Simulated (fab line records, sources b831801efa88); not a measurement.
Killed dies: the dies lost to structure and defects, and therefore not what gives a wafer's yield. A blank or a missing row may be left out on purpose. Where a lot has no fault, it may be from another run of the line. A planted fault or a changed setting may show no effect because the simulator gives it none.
A struck lot beside a sound one    flow sky130    19 steps out of a route of 708
Sound: these wafers, L620.1, L620.2, L620.6. Wafers L627.3, L627.4, L627.6 were the ones struck. Last of all comes the cause.
At each step with rows: each side's tool, then ch and its chambers, then its first start. Under that, the readings that differ: sound wafers    struck wafers    difference of the means    sigmas: that difference in standard deviations of wafers without a fault.
alike: a reading whose means differ by less than 2 such deviations, as well as words and numbers matching on both sides. not compared: withheld readings; readings where some wafer has no value; bounds like >300 that might hide an equal value; numbers whose values overlap and for which the record gives no deviation.
The two part at a step that has a row with sigmas, a row that says differs or no value, or rows on one side only. Non-overlapping numbers with no deviation appear without sigmas and do not part them. A reading missing from all wafers of one side parts the sides only when that side holds two or more wafers.

SKY_VIA1_ETCH_15: etches SiO2 in C4F8/O2/Ar, stops on TiN, target depth 351 nm, time 54 s.
  sound on rie-diel-04 ch 0,2, day 36 06:14; struck on rie-diel-03 ch 0,1, day 37 16:44
  alike: oes-product-au
  not compared: rf-hours-counter-h
SKY_VIA1_STRIP_16: strips in O2/N2.
  sound on plasma-asher-03 ch 0,1, day 36 06:17; struck on plasma-asher-02 ch 0,1, day 37 16:49
  alike: drypump-motor-current-A, oes-product-au, strip-time-to-endpoint-s
  not compared: rf-hours-counter-h
then, 3 steps without rows for these wafers: SKY_VIA1_STRIP_17 (strips in post etch residue remover, time 1200 s); SKY_VIA1_CLEAN_18 (cleans in IPA, time 180 s); SKY_VIA1_CLEAN_19 (cleans in O3/DIW).
SKY_VIA1_SPUTTER_20: material TiN, target thk 20 nm, time 80 s.
  struck on pvd-sputter-01, day 37 17:25; sound on pvd-sputter-01, day 36 06:55
  alike: throttle-valve-pct
then, 1 step without rows for these wafers: SKY_VIA1_CVD_21 (deposits W, target thk 270 nm, time 80.902 s).
SKY_VIA1_RS_MEAS_22: the measuring method here is four-point-probe.
  struck on film-metro-03, day 37 17:36; sound on film-metro-04, day 36 07:04
  alike: VIA1_W_RS
SKY_VIA1_THK_MEAS_23: measures by xrf.
  struck on film-metro-03, day 37 17:42; sound on film-metro-04, day 36 07:11
  alike: VIA1_W_THK
SKY_VIA1_CMP_24: polishes, stops on SiO2, t overpolish 15 s, target thk 0 nm.
  sound on cmp-02 ch 0,1, day 36 07:15; struck on cmp-02 ch 0,2, day 37 17:47
reading                 sound           struck          difference  sigmas
time-to-endpoint-s (s)  69.0 70.5 70.3  59.5 64.4 63.7  -7.4        -3
  alike: motor-current-A, overpolish-run-s
then, 2 steps without rows for these wafers: SKY_METAL2_SPUTTER_00 (material Ti, target thk 15 nm, time 10 s); SKY_METAL2_SPUTTER_01 (material TiN, target thk 20 nm, time 16.7 s).
SKY_METAL2_SPUTTER_02: material AlCu, target thk 250 nm, time 13.79 s.
  struck on pvd-sputter-03, day 37 18:05; sound on pvd-sputter-01, day 36 07:36
reading                                      sound            struck             difference  sigmas
model.AlCu_of_METAL2_SPUTTER_02.thk-nm (nm)  259 261.4 257.4  226.4 225.9 228.7  -32.3       
  alike: throttle-valve-pct
SKY_METAL2_SPUTTER_03: material Ti, target thk 5 nm, time 3.3 s.
  struck on pvd-sputter-03, day 37 18:07; sound on pvd-sputter-01, day 36 07:37
  alike: throttle-valve-pct
then, 1 step without rows for these wafers: SKY_METAL2_SPUTTER_04 (material TiN, target thk 70 nm, time 58.3 s).
SKY_METAL2_RS_MEAS_05: the measuring method here is four-point-probe.
  struck on film-metro-01, day 37 18:13; sound on film-metro-03, day 36 07:41
reading                  sound                 struck                difference  sigmas
METAL2_ALCU_RS (ohm/sq)  0.1222 0.1209 0.1230  0.1402 0.1408 0.1387  +0.0179     +15
SKY_METAL2_THK_MEAS_06: measures by xrf.
  struck on film-metro-01, day 37 18:19; sound on film-metro-03, day 36 07:49
reading               sound              struck             difference  sigmas
METAL2_ALCU_THK (nm)  261.1 263.8 260.8  226.5 225.5 228.0  -35.2       -14
then, 1 step without rows for these wafers: SKY_METAL2_DEHYDRATE_07 (time 60 s).
-- the record jumps here: 11 days lie between the struck wafers' starts before and after (it left off in module METAL2 and takes up again in module PAD_OPEN, whose first step shown is number 708 of the route) --
SKY_PAD_OPEN_PROBE_99:
  struck on prober-02, day 48 17:40; sound on prober-02, day 47 14:35
reading                       sound                 struck                difference  sigmas
model.etest.met2.line-ohm-um  0.8419 0.8863 0.8755  1.046 1.038 1.002     +0.161      
model.etest.met2.rs-ohm-sq    0.1225 0.1225 0.1251  0.1437 0.1445 0.1403  +0.0195     
  alike: defect-limited-yield, killed_at_M0_to_M3, killed_at_M4_up, killed-at-contacts, killed-at-front-end, killed-at-other, killed-dies, killed-open, killed-short, sort_bin_3_pad_short, sort_bin_5_function, sort_bin_6_memory, sort-n-pass, sort-yield-pct

WHERE THEY PART
At SKY_VIA1_CMP_24 first; at SKY_METAL2_THK_MEAS_06 last (within this record only). Later steps at which nothing parts them and some readings are alike: SKY_PAD_OPEN_PROBE_99.

WHY: what had been put in by the simulator
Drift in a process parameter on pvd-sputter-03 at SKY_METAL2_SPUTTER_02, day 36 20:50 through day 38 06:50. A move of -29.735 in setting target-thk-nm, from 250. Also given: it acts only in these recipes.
